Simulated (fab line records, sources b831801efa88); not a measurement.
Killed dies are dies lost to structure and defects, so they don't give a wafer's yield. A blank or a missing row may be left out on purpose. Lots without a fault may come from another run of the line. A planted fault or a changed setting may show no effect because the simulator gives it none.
A sampling plan put to the test | flow sky130 | one fab line, 53 faults that these records tell of, each judged on the records of the lots that it struck; 1 more is left out, because the records don't allow judging it
The plan is the line's own looks: the steps of the route at which a gauge or an inspection reads the wafer and doesn't change it. A look can be judged if struck wafers have a number there and the file gives its usual mean and standard deviation on fault-free wafers. Caught: at a look after the fault's first step, the mean of the struck wafers lies 4 or more of those standard deviations (sigma) from the usual mean. On the tool: the same test on the tool's own readings at the fault's steps. Another recipe on the struck wafers, or a record that is blank for them alone, also counts as caught.

THE FAULTS, as the simulator had put them in
1. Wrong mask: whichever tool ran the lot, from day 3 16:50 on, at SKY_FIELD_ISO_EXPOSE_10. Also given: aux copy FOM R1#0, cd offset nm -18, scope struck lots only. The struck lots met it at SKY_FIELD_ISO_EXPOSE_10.
2. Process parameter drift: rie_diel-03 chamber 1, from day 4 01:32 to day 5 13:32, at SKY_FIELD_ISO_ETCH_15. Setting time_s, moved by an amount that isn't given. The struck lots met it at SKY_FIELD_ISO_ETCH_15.
3. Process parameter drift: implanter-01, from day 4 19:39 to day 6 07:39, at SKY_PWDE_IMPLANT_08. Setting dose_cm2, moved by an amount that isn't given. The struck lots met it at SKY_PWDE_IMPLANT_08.
4. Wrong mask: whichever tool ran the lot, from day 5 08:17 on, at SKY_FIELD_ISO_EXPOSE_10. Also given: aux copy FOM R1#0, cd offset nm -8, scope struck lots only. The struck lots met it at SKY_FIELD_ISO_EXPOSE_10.
5. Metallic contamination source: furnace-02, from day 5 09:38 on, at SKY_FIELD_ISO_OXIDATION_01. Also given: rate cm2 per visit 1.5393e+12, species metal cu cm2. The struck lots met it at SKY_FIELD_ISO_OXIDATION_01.
6. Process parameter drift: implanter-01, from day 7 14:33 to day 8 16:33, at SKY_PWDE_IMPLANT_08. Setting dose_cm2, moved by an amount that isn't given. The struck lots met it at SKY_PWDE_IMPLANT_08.
7. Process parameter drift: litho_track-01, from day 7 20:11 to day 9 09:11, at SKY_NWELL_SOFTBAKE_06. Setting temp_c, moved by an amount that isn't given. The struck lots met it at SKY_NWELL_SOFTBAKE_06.
8. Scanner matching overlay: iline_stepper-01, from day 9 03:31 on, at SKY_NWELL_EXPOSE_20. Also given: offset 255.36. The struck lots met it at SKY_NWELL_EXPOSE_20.
9. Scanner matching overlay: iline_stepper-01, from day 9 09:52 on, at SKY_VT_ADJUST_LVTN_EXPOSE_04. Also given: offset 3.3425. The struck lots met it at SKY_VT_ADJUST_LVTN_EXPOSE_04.
10. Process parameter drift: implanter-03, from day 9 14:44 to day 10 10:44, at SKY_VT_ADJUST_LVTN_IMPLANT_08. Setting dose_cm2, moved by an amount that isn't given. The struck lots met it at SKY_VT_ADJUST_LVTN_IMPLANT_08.
11. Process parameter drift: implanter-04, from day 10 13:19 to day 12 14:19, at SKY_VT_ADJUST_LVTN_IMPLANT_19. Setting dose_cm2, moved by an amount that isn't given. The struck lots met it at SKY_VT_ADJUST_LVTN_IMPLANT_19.
12. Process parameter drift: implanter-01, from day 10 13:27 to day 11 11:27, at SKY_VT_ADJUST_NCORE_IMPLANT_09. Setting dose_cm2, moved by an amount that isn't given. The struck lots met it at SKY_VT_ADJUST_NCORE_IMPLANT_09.
13. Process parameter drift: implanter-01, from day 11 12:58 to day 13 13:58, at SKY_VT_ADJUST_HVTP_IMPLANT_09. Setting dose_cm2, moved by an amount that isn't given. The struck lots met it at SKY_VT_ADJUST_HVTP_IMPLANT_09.
14. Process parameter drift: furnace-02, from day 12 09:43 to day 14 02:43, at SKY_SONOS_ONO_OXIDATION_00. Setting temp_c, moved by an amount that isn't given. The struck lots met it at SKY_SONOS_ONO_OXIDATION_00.
15. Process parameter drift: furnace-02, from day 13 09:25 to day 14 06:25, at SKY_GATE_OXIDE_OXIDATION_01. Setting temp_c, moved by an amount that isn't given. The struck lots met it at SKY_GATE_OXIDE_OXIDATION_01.
16. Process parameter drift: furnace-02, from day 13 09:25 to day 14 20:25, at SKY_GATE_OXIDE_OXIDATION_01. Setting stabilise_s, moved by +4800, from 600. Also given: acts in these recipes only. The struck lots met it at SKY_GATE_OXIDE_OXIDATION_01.
17. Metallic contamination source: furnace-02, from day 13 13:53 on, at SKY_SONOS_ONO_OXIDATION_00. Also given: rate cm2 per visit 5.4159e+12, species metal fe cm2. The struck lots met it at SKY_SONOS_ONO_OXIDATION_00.
18. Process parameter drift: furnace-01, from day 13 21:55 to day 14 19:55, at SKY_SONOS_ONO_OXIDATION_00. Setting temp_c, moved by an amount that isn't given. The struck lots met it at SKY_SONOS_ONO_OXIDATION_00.
19. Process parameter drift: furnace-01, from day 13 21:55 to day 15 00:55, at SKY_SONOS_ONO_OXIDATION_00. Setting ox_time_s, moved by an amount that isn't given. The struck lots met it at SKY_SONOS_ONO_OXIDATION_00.
20. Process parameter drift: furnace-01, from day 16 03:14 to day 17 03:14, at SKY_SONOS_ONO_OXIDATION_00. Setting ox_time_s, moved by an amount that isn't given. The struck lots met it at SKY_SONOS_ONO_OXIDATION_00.
21. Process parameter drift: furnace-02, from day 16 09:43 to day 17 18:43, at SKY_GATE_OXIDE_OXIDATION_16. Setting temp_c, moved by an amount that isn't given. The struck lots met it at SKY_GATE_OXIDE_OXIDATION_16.
22. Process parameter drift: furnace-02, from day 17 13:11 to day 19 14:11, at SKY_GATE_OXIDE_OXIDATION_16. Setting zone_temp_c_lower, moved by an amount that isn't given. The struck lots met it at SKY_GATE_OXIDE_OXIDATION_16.
23. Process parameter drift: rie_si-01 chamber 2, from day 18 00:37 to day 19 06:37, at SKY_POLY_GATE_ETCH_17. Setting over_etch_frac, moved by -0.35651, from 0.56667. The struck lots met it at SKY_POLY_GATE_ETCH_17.
24. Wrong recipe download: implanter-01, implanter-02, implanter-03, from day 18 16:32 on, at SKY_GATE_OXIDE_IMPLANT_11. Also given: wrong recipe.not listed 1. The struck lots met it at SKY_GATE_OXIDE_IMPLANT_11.
25. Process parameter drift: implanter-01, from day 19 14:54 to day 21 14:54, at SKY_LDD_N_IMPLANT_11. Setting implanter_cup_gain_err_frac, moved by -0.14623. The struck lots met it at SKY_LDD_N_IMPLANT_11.
26. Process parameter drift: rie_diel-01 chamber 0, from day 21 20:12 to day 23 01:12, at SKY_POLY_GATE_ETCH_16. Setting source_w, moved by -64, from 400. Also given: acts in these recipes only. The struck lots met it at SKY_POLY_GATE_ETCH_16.
27. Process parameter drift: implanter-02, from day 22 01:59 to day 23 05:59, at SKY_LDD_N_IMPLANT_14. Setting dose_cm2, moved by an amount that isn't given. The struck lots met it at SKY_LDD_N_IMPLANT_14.
28. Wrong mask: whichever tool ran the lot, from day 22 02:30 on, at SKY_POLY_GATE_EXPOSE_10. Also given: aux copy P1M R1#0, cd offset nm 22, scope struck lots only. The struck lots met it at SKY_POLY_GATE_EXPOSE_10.
29. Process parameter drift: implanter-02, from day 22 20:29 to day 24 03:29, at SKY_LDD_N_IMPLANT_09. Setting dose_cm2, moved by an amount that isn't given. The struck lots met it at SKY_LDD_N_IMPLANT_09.
30. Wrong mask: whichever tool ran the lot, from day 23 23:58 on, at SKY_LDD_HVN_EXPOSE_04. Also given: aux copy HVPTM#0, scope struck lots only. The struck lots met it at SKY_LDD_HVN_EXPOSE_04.
31. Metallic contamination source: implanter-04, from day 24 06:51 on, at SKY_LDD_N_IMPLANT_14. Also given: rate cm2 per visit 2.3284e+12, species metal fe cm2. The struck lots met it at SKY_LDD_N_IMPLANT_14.
32. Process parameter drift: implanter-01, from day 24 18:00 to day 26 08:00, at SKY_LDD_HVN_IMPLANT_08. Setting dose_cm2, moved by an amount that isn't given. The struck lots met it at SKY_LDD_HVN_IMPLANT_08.
33. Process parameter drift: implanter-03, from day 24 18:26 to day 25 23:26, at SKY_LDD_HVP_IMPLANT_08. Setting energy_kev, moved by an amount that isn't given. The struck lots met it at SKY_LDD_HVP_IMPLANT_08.
34. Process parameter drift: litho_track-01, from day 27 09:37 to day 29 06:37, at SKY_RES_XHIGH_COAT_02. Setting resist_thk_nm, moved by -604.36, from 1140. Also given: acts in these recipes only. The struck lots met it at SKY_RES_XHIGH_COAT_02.
35. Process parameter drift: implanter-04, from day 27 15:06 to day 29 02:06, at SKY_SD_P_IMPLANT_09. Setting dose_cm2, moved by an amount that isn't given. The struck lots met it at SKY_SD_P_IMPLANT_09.
36. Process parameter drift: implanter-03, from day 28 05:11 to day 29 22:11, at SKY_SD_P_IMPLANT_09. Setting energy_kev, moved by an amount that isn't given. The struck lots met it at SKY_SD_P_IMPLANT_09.
37. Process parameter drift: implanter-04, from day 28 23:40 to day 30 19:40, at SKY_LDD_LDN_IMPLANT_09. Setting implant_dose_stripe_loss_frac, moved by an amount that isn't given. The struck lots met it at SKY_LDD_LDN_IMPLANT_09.
38. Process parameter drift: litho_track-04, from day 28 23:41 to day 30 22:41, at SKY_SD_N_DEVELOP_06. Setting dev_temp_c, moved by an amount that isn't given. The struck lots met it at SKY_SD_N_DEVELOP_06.
39. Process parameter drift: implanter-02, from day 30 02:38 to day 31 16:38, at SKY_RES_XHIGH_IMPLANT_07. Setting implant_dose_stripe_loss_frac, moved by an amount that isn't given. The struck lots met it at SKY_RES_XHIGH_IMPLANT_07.
40. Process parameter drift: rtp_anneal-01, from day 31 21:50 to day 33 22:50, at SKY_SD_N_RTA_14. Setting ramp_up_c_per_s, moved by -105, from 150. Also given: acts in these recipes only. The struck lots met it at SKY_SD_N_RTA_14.
41. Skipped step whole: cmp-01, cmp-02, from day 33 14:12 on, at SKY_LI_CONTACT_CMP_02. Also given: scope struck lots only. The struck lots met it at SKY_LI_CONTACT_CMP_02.
42. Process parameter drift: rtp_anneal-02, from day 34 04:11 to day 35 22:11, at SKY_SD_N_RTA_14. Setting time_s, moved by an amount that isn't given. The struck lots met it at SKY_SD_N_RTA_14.
43. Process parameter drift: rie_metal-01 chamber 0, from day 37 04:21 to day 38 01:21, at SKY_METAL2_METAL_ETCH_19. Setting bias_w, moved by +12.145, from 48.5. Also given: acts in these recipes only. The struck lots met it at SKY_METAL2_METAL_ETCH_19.
44. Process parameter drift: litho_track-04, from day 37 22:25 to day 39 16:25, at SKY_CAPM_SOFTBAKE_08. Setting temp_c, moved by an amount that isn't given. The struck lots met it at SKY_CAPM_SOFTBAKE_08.
45. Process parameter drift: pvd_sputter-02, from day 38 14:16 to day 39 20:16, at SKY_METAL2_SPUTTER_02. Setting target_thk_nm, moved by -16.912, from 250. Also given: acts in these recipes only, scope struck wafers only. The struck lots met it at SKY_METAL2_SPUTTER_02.
46. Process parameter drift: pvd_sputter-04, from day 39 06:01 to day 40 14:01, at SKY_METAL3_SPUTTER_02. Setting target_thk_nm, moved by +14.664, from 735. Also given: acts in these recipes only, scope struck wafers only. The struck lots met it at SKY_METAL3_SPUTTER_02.
47. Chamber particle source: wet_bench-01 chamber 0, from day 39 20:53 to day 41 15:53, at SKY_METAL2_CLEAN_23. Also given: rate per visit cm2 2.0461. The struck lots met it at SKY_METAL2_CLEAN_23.
48. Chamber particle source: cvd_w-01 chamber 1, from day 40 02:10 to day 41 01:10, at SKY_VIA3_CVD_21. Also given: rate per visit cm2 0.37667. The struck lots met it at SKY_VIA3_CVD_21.
49. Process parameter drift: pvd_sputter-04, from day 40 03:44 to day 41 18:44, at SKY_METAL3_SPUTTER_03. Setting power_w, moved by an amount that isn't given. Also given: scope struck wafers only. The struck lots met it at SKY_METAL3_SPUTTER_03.
50. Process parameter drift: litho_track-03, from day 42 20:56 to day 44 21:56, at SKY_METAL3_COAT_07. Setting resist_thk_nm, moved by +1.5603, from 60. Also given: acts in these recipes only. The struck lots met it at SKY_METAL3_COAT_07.
51. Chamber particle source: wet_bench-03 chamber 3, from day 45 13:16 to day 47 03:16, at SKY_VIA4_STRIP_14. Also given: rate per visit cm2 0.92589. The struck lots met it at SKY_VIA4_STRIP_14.
52. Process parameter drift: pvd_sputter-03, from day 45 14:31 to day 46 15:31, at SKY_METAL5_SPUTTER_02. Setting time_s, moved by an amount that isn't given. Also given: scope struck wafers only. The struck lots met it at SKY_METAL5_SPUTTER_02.
53. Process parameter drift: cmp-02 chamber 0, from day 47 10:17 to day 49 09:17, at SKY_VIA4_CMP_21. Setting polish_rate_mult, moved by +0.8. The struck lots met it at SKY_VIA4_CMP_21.

WHAT THE PLAN SAW
fault | on the tool itself                               | first look that catches it                      | reading, sigma                                                        | median hours from its first step to that look | hours from the fault's start to the first struck lot there | judged looks passed uncaught
1     | under 2 sigma                                    | SKY_FIELD_ISO_CD_MEAS_13                        | cd_nm -11                                                             | 8.4                                           | 10                                                         | 0
2     | run_length_s -44 sigma                           | no look after it can be judged                  | -                                                                     | -                                             | -                                                          | 0
3     | dose_ions_cm2 +99 or beyond sigma                | SKY_PWDE_TW_MEAS_10                             | PWDE_TW +21                                                           | 0.2                                           | 3                                                          | 0
4     | no reading that can be judged                    | SKY_FIELD_ISO_CD_MEAS_13                        | cd_nm -6.0                                                            | 9.4                                           | 10                                                         | 0
5     | under 2 sigma                                    | none of the 5 looks that can be judged after it | -                                                                     | -                                             | -                                                          | 5
6     | dose_ions_cm2 +99 or beyond sigma                | SKY_PWDE_TW_MEAS_10                             | PWDE_TW +17                                                           | 0.2                                           | 4                                                          | 0
7     | plate_temp_C +43 sigma                           | not the one look that can be judged after it    | -                                                                     | -                                             | -                                                          | 1
8     | no reading that can be judged                    | SKY_NWELL_OVL_MEAS_23                           | NWELL_01_OVL +99 or beyond                                            | 10.6                                          | 12                                                         | 0
9     | under 2 sigma                                    | none of the 2 looks that can be judged after it | strongest: VT_ADJUST_LVTN_OVL at SKY_VT_ADJUST_LVTN_OVL_MEAS_07, +3.3 | -                                             | -                                                          | 2
10    | dose_ions_cm2 -99 or beyond sigma                | SKY_VT_ADJUST_LVTN_TW_MEAS_10                   | VT_ADJUST_LVTN_TW -23                                                 | 0.2                                           | 5                                                          | 0
11    | dose_ions_cm2 -99 or beyond sigma                | SKY_VT_ADJUST_LVTN_TW_MEAS_21                   | VT_ADJUST_LVTN_2_TW -21                                               | 0.2                                           | 5                                                          | 0
12    | dose_ions_cm2 +99 or beyond sigma                | SKY_VT_ADJUST_NCORE_TW_MEAS_11                  | VT_ADJUST_NCORE_TW +9.1                                               | 0.3                                           | 18                                                         | 0
13    | dose_ions_cm2 -71 sigma                          | SKY_VT_ADJUST_HVTP_TW_MEAS_11                   | VT_ADJUST_HVTP_TW -5.8                                                | 0.2                                           | 5                                                          | 0
14    | spike_tc_lower_C +7.1 sigma                      | SKY_SONOS_ONO_THK_MEAS_01                       | SONOS_ONO_OXIDATION_THK +5.0                                          | 1.3                                           | 5                                                          | 0
15    | tube_center_temp_C -99 or beyond sigma           | SKY_GATE_OXIDE_THK_MEAS_02                      | GATE_OXIDE_OXIDATION_00_THK -15                                       | 1.4                                           | 5                                                          | 0
16    | under 2 sigma                                    | not the one look that can be judged after it    | -                                                                     | -                                             | -                                                          | 1
17    | under 2 sigma                                    | none of the 7 looks that can be judged after it | -                                                                     | -                                             | -                                                          | 7
18    | tube_center_temp_C +72 sigma                     | SKY_SONOS_ONO_THK_MEAS_01                       | SONOS_ONO_OXIDATION_THK +5.3                                          | 1.4                                           | 1                                                          | 0
19    | under 2 sigma                                    | SKY_SONOS_ONO_THK_MEAS_01                       | SONOS_ONO_OXIDATION_THK -7.1                                          | 1.4                                           | 1                                                          | 0
20    | under 2 sigma                                    | SKY_SONOS_ONO_THK_MEAS_01                       | SONOS_ONO_OXIDATION_THK +15                                           | 1.4                                           | 6                                                          | 0
21    | tube_center_temp_C -99 or beyond sigma           | no look after it can be judged                  | -                                                                     | -                                             | -                                                          | 0
22    | spike_tc_lower_C -27 sigma                       | no look after it can be judged                  | -                                                                     | -                                             | -                                                          | 0
23    | under 2 sigma                                    | no look after it can be judged                  | -                                                                     | -                                             | -                                                          | 0
24    | under 2 sigma                                    | SKY_GATE_OXIDE_TW_MEAS_14                       | GATE_OXIDE_TW +99 or beyond                                           | 0.3                                           | 1                                                          | 0
25    | beam_on_s +8.4 sigma                             | no look after it can be judged                  | -                                                                     | -                                             | -                                                          | 0
26    | rf_fwd_power_W -45 sigma                         | no look after it can be judged                  | -                                                                     | -                                             | -                                                          | 0
27    | dose_ions_cm2 +99 or beyond sigma                | no look after it can be judged                  | -                                                                     | -                                             | -                                                          | 0
28    | under 2 sigma                                    | SKY_POLY_GATE_CD_MEAS_13                        | cd_nm +17                                                             | 14.8                                          | 19                                                         | 0
29    | dose_ions_cm2 -99 or beyond sigma                | no look after it can be judged                  | -                                                                     | -                                             | -                                                          | 0
30    | no reading that can be judged                    | SKY_LDD_HVN_TW_MEAS_10                          | LDD_HVN_TW -99 or beyond                                              | 15.7                                          | 32                                                         | 0
31    | no reading that can be judged                    | none of the 6 looks that can be judged after it | -                                                                     | -                                             | -                                                          | 6
32    | dose_ions_cm2 +69 sigma                          | not the one look that can be judged after it    | strongest: LDD_HVN_TW at SKY_LDD_HVN_TW_MEAS_10, +3.4                 | -                                             | -                                                          | 1
33    | beam_energy_keV +99 or beyond sigma              | SKY_LDD_HVP_TW_MEAS_10                          | LDD_HVP_TW +8.2                                                       | 0.2                                           | 6                                                          | 0
34    | no reading that can be judged                    | no look after it can be judged                  | -                                                                     | -                                             | -                                                          | 0
35    | dose_ions_cm2 +82 sigma                          | none of the 2 looks that can be judged after it | strongest: SD_P_TW at SKY_SD_P_TW_MEAS_11, +3.2                       | -                                             | -                                                          | 2
36    | beam_energy_keV -99 or beyond sigma              | SKY_SD_P_TW_MEAS_11                             | SD_P_TW -20                                                           | 0.2                                           | 5                                                          | 0
37    | under 2 sigma                                    | none of the 5 looks that can be judged after it | -                                                                     | -                                             | -                                                          | 5
38    | developer_temp_C -9.0 sigma                      | not the one look that can be judged after it    | -                                                                     | -                                             | -                                                          | 1
39    | under 2 sigma                                    | SKY_SD_N_RS_MEAS_18                             | RES_XHIGH_RS +10                                                      | 28.4                                          | 31                                                         | 1
40    | ramp_up_c_per_s -99 or beyond sigma              | no look after it can be judged                  | -                                                                     | -                                             | -                                                          | 0
41    | the tool's record is blank for the struck wafers | not the one look that can be judged after it    | strongest: LI_CONTACT_BOW at SKY_LI_CONTACT_BOW_MEAS_03, +2.2         | -                                             | -                                                          | 1
42    | under 2 sigma                                    | SKY_SD_N_RS_MEAS_16                             | SD_N_RS -74                                                           | 0.2                                           | 8                                                          | 0
43    | bias_w +87 sigma                                 | no look after it can be judged                  | -                                                                     | -                                             | -                                                          | 0
44    | heater_power_total_W +99 or beyond sigma         | no look after it can be judged                  | -                                                                     | -                                             | -                                                          | 0
45    | under 2 sigma                                    | SKY_METAL2_RS_MEAS_05                           | METAL2_ALCU_RS +7.8                                                   | 0.1                                           | 1                                                          | 0
46    | under 2 sigma                                    | none of the 5 looks that can be judged after it | -                                                                     | -                                             | -                                                          | 5
47    | no reading that can be judged                    | not the one look that can be judged after it    | -                                                                     | -                                             | -                                                          | 1
48    | under 2 sigma                                    | not the one look that can be judged after it    | -                                                                     | -                                             | -                                                          | 1
49    | cathode_dc_power_W -99 or beyond sigma           | no look after it can be judged                  | -                                                                     | -                                             | -                                                          | 0
50    | under 2 sigma                                    | none of the 2 looks that can be judged after it | -                                                                     | -                                             | -                                                          | 2
51    | no reading that can be judged                    | not the one look that can be judged after it    | -                                                                     | -                                             | -                                                          | 1
52    | under 2 sigma                                    | SKY_METAL5_RS_MEAS_05                           | METAL5_ALCU_RS +10                                                    | 0.1                                           | 24                                                         | 0
53    | time_to_endpoint_s -15 sigma                     | none of the 2 looks that can be judged after it | -                                                                     | -                                             | -                                                          | 2
A dash: the fault isn't caught, or these records don't give the number.

Caught at a look: 23 of 53. Caught on the tool: 28 of 53. By one or the other: 40 of 53.
Caught on the tool alone: faults 2, 7, 21, 22, 25, 26, 27, 29, 32, 35, 38, 40, 41, 43, 44, 49, 53.
Caught at a look alone: faults 1, 4, 8, 19, 20, 24, 28, 30, 39, 42, 45, 52.
Caught by neither: faults 5, 9, 16, 17, 23, 31, 34, 37, 46, 47, 48, 50, 51.

THINNER SAMPLING
If the look that catches a fault measured only every second or every third lot, by lot number, the first struck lot would be measured this late in the worst case:
fault | struck lots at that look, in order of time | every lot | every second lot | every third lot
1     | L737                                       | 10 h      | may miss it      | may miss it
3     | L405, L407                                 | 3 h       | may miss all 2   | may miss all 2
4     | L514                                       | 10 h      | may miss it      | may miss it
6     | L438, L440, L442                           | 4 h       | may miss all 3   | 15 h
8     | L474, L477                                 | 12 h      | 22 h             | may miss all 2
10    | L322, L323                                 | 5 h       | 8 h              | may miss all 2
11    | L496, L499                                 | 5 h       | 37 h             | may miss all 2
12    | L811, L812                                 | 18 h      | 18 h             | may miss all 2
13    | L274, L275, L276                           | 5 h       | 10 h             | 17 h
14    | L630, L631                                 | 5 h       | 10 h             | may miss all 2
15    | L998, L100                                 | 5 h       | may miss all 2   | may miss all 2
18    | L317, L318, L319                           | 1 h       | 2 h              | 2 h
19    | L637, L638, L639                           | 1 h       | 2 h              | 2 h
20    | L585, L586                                 | 6 h       | 10 h             | may miss all 2
24    | L990, L991                                 | 1 h       | 10 h             | may miss all 2
28    | L413                                       | 19 h      | may miss it      | may miss it
30    | L418                                       | 32 h      | may miss it      | may miss it
33    | L594, L595                                 | 6 h       | 11 h             | may miss all 2
36    | L102, L104                                 | 5 h       | may miss all 2   | may miss all 2
39    | L614, L616                                 | 31 h      | may miss all 2   | may miss all 2
42    | L788, L790                                 | 8 h       | may miss all 2   | may miss all 2
45    | L665, L667                                 | 1 h       | may miss all 2   | may miss all 2
52    | L570                                       | 24 h      | may miss it      | may miss it
Hours are from the fault's start to the first struck lot that is measured. The limit of 4 sigma was tested on all struck wafers together, so one lot alone may lie under it. Other struck lots may not be in these records.

THE LONGEST TIMED WAY FROM STEP TO LOOK
Fault 39: a median of 28.4 hours passes between SKY_RES_XHIGH_IMPLANT_07 and SKY_SD_N_RS_MEAS_18. The look between them that can be judged stayed within 4 sigma: SKY_RES_XHIGH_TW_MEAS_09.
